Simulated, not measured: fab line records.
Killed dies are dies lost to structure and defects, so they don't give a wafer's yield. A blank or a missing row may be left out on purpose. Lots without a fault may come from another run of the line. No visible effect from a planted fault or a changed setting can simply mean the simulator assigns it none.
One fault seen from 2 desks    flow gf180mcu    numbers are kept per desk, each desk with only its own; the story behind them comes last

FOR THE TOOL OWNER'S DESK: rie_si-01
The tool's own readings at GF_STI_ETCH_14 (etches Si in HBr/Cl2/O2, target depth 360 nm, time 102.9 s): means of the sampled wafers that have a number, for each lot that ran on this tool. A lot is out of limits, marked OUT, if its mean lies more than 4 standard deviations from the usual mean; the brackets give that distance.
Columns: A = drypump_motor_current_A at GF_STI_ETCH_14, usual 5.7 A; B = oes_product_au at GF_STI_ETCH_14, usual 1.003 a.u.; C = rf_fwd_power_W at GF_STI_ETCH_14, usual 596.4 W; D = throttle_valve_pct at GF_STI_ETCH_14, usual 25.654 %
lot   first seen here  A    B                 C                D
L382  day 3 03:08      6.0  1.010             598.6            25.649
L384  day 3 13:20      5.9  0.957 (-4.2) OUT  500.1 (-48) OUT  25.685
L385  day 3 18:50      6.0  0.962             499.3 (-49) OUT  25.677
L388  day 4 12:05      5.9  0.952 (-4.7) OUT  500.4 (-48) OUT  25.682
This desk's finding: out of limits on L384, L385, L388; first on L384, day 3 13:20 (oes_product_au at GF_STI_ETCH_14). Within limits: L382.

AT THE METROLOGY DESK
What the gauges read, lot by lot, whatever tool the lot ran on: means of the sampled wafers that have a number. A lot is out of limits, marked OUT, if its mean lies more than 4 standard deviations from the usual mean; the brackets give that distance.
Columns: A = STI_OXIDATION_THK at GF_STI_THK_MEAS_02, usual 9.95 nm; B = STI_CVD_03_THK at GF_STI_THK_MEAS_04, usual 207.0 nm; C = cd_nm at GF_STI_CD_MEAS_12, usual 220.1 nm
lot   first seen here  A      B      C
L379  day 1 21:31      10.11  206.4  220.5
L382  day 2 12:32      9.74   208.6  218.9
L384  day 2 22:59      10.06  207.1  218.8
L385  day 3 03:31      9.72   207.7  219.1
L388  day 3 21:25      9.88   207.5  220.1
L389  day 4 01:29      9.84   207.3  219.3
L395  day 5 06:25      9.87   206.3  220.9
Finding of this desk: none of the 7 lots has anything out of limits.

PUT TOGETHER
The tool owner's desk had the chance to raise an alarm at day 3 13:20 on L384, L385, L388.
At the metrology desk, nothing out of limits was observed.
The metrology desk has L384, L385, L388 on record, within its limits.
All the named lots went through GF_STI_ETCH_14 on rie_si-01.

WHAT THE SIMULATOR HAD PUT IN
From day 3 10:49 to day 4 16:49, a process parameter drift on rie_si-01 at GF_STI_ETCH_14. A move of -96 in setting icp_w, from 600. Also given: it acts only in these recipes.
Struck lots among those shown: L384, L385, L388.
How many hours passed from the start of the fault until each desk's first out-of-limits reading: the tool owner's desk, 3.
